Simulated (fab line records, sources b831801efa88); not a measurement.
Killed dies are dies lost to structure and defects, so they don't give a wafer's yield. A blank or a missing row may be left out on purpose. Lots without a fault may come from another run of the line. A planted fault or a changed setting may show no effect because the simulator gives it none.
A struck lot beside a sound one | flow sky130 | 16 steps out of a route of 708
Sound: wafers L658.3, L658.5, L658.6. Struck: wafers L664.1, L664.2, L664.6. The cause comes at the end.
At each step with rows: each side's tool, then ch and its chambers, then its first start. Under that, the readings that differ: sound wafers | struck wafers | difference of the means | sigmas: that difference in standard deviations of wafers without a fault.
alike: readings whose means differ by less than 2 such deviations, and words and numbers that are the same on both sides. not compared: withheld readings, readings that some wafer has no value for, bounds like >300 that may hide the same value, and numbers for which the record gives no deviation and whose values overlap.
The two part at a step that has a row with sigmas, a row that says differs or no value, or rows on one side only. Numbers that don't overlap but have no deviation are shown without sigmas and don't part them. A reading that every wafer of one side lacks parts them only if that side has two wafers or more.

SKY_VT_ADJUST_HVTP_OVL_MEAS_08:
  sound on overlay-02, day 6 15:29; struck on overlay-01, day 8 01:41
  alike: VT_ADJUST_HVTP_OVL
then, 1 step without rows for these wafers: SKY_VT_ADJUST_HVTP_IMPLANT_09.
SKY_VT_ADJUST_HVTP_STRIP_10: strips in O2/N2.
  sound on plasma_asher-03 ch 0,1, day 6 15:41; struck on plasma_asher-03 ch 0,1, day 8 01:52
  alike: drypump_motor_current_A, oes_product_au, strip_time_to_endpoint_s
  not compared: rf_hours_counter_h
SKY_VT_ADJUST_HVTP_TW_MEAS_11:
  sound on film_metro-04, day 6 15:47; struck on film_metro-04, day 8 01:58
  alike: VT_ADJUST_HVTP_TW
then, 7 steps without rows for these wafers: SKY_VT_ADJUST_LVTN_DEHYDRATE_00 (time 60 s); SKY_VT_ADJUST_LVTN_HMDS_01 (prime time 60 s); SKY_VT_ADJUST_LVTN_COAT_02 (resist thk 3000 nm); SKY_VT_ADJUST_LVTN_SOFTBAKE_03; SKY_VT_ADJUST_LVTN_EXPOSE_04 (exposes mask NWM COMPLEMENT LESS NATIVE, target cd 840 nm); SKY_VT_ADJUST_LVTN_PEB_05; SKY_VT_ADJUST_LVTN_DEVELOP_06 (develop time 60 s).
SKY_VT_ADJUST_LVTN_OVL_MEAS_07:
  sound on overlay-02, day 7 10:46; struck on overlay-01, day 8 22:01
  alike: VT_ADJUST_LVTN_OVL
SKY_VT_ADJUST_LVTN_IMPLANT_08:
  sound on implanter-04 ch 0, day 7 10:50; struck on implanter-04 ch 0, day 8 22:03
  reading            | sound                          | struck                           | difference  | sigmas
  dose_ions_cm2      | 1.57e+12 1.5729e+12 1.5698e+12 | 1.2613e+12 1.2612e+12 1.2592e+12 | -3.1033e+11 | -99 or more
  faraday_current_uA | 8.94 8.56 8.91                 | 6.91 7.17 7.10                   | -1.74       | -9
SKY_VT_ADJUST_LVTN_STRIP_09: strips in O2/N2.
  sound on plasma_asher-01 ch 0,1, day 7 10:58; struck on plasma_asher-02 ch 0,1, day 8 22:12
  reading                     | sound          | struck         | difference | sigmas
  drypump_motor_current_A (A) | 5.29 5.34 5.30 | 5.81 5.53 5.84 | +0.42      | +2
  alike: oes_product_au, strip_time_to_endpoint_s
  not compared: rf_hours_counter_h
SKY_VT_ADJUST_LVTN_TW_MEAS_10:
  sound on film_metro-04, day 7 11:04; struck on film_metro-02, day 8 22:31
  reading           | sound             | struck            | difference | sigmas
  VT_ADJUST_LVTN_TW | 242.2 242.7 241.2 | 226.2 224.6 225.6 | -16.6      | -10
  not compared: hold
-- the record jumps here: 38 days lie between the struck wafers' starts before and after (it left off in module VT_ADJUST_LVTN and takes up again in module PAD_OPEN, whose first step shown is number 708 of the route) --
SKY_PAD_OPEN_PROBE_99:
  sound on prober-02, day 46 01:39; struck on prober-02, day 47 08:52
  reading                                   | sound                | struck             | difference | sigmas
  killed_at_contacts                        | 33 29 35             | 17 24 20           | -12        | -2
  model.etest.nfet_01v8_lvt.body_rise_v (V) | 0.1504 0.1487 0.1474 | 0.1415 0.14 0.1412 | -0.0079    |
  alike: killed_at_M0_to_M3, killed_at_M4_up, killed_at_front_end, killed_at_other, killed_dies, killed_open, killed_short

WHERE THEY PART
First at SKY_VT_ADJUST_LVTN_IMPLANT_08; last, within this record, at SKY_PAD_OPEN_PROBE_99.

WHY: what the simulator had put in
Process parameter drift: implanter-04, from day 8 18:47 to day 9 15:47, at SKY_VT_ADJUST_LVTN_IMPLANT_08. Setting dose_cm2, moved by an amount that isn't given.
